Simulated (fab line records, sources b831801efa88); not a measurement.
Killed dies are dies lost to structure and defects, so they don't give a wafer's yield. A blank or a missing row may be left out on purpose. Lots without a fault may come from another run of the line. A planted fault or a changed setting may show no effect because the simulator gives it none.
Problem report in the 8D (eight disciplines) form, filled by code | flow sfq_line | the parts of the form that need people (team, actions taken, sign-off) are left out

1. THE PROBLEM
heater_power_total_W at SFQ_TRILAYER_M6_LITHO_PEB_162 reads a mean of 80.92 W on 1 wafer of 1 lot; wafers without a fault read 79.15 W with a standard deviation of 0.059. That is +30 standard deviations from the usual mean.
The step: peb time 60 s.
First seen on wafer L295.6, day 81 18:36, on litho_track-02. The record holds 39 wafers of 13 lots with a number at this step. Rule for "out", or "out of limits": more than 4 standard deviations from the usual mean. The other wafers with a number count as sound.

2. WHAT IT IS AND WHAT IT IS NOT
question                    | is                   | is not
which readings at this step | heater_power_total_W | -
which lots                  | L295                 | L282, L284, L285, L286, L287, L289, L290, L296, L301, L302, L303, L304
which wafers of those lots  | L295.6               | L295.1, L295.2
read on which tools         | litho_track-02       | litho_track-03, litho_track-04
when                        | from day 81 18:36    | up to then (23 sound wafers); but 15 sound wafers of L296, L301, L302, L303, L304 came after

3. SUSPECTS, AND WHAT RULES EACH OUT
Counting: a tool at a process step up to the reading stays a suspect if it ran every lot that is out. Sound lots after the first of them don't rule it out here, since some wafers of a struck lot are sound.
- cd_sem-01 at SFQ_TRILAYER_JJ_CE_METRO_MEASURE_117: kept. It ran the lot that is out, L295 (day 62 22:32); its last sound lot up to then is L289 (day 56 22:52).
- pvd_sputter-03 at SFQ_TRILAYER_R5_DEP_SPUTTER_134 (material Ti, target thk 5 nm, time 5 s): kept. It ran the lot that is out, L295 (day 68 17:58); its last sound lot up to then is L285 (day 61 14:58).
- litho_track-02 at SFQ_TRILAYER_M6_LITHO_PEB_162 (peb time 60 s): kept. It ran the lot that is out, L295 (day 81 18:36); its last sound lot up to then is L290 (day 81 05:24). Its own readings are out on those wafers: heater_power_total_W.
Left after counting: cd_sem-01 at SFQ_TRILAYER_JJ_CE_METRO_MEASURE_117, pvd_sputter-03 at SFQ_TRILAYER_R5_DEP_SPUTTER_134, litho_track-02 at SFQ_TRILAYER_M6_LITHO_PEB_162.

4. THE CAUSE (what the simulator had put in)
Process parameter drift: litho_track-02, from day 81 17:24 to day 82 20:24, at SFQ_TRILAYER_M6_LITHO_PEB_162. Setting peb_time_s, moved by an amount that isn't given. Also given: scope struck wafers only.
Counting left 3 suspects, and this tool is among them.

5. THE CHAIN OF EFFECTS, in route order
Each row: a reading whose mean over the struck wafers that have a number lies more than 3 standard deviations from the usual. Only readings for which the record gives a usual standard deviation are gone through. hours: the time from each lot's start at the first step in this table that gives one to its start at this step, as a median over the lots. sigmas: the change in usual standard deviations.
hours | step                          | reading              | usual   | on struck wafers | change | sigmas
0     | SFQ_TRILAYER_M6_LITHO_PEB_162 | heater_power_total_W | 79.15 W | 80.92            | +1.77  | +30
The process steps in it:
- SFQ_TRILAYER_M6_LITHO_PEB_162: peb time 60 s.

6. WHAT WOULD HAVE CAUGHT IT SOONER
In this record the first reading out of limits was taken at day 81 18:36, 1 hour after the fault began at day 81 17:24.
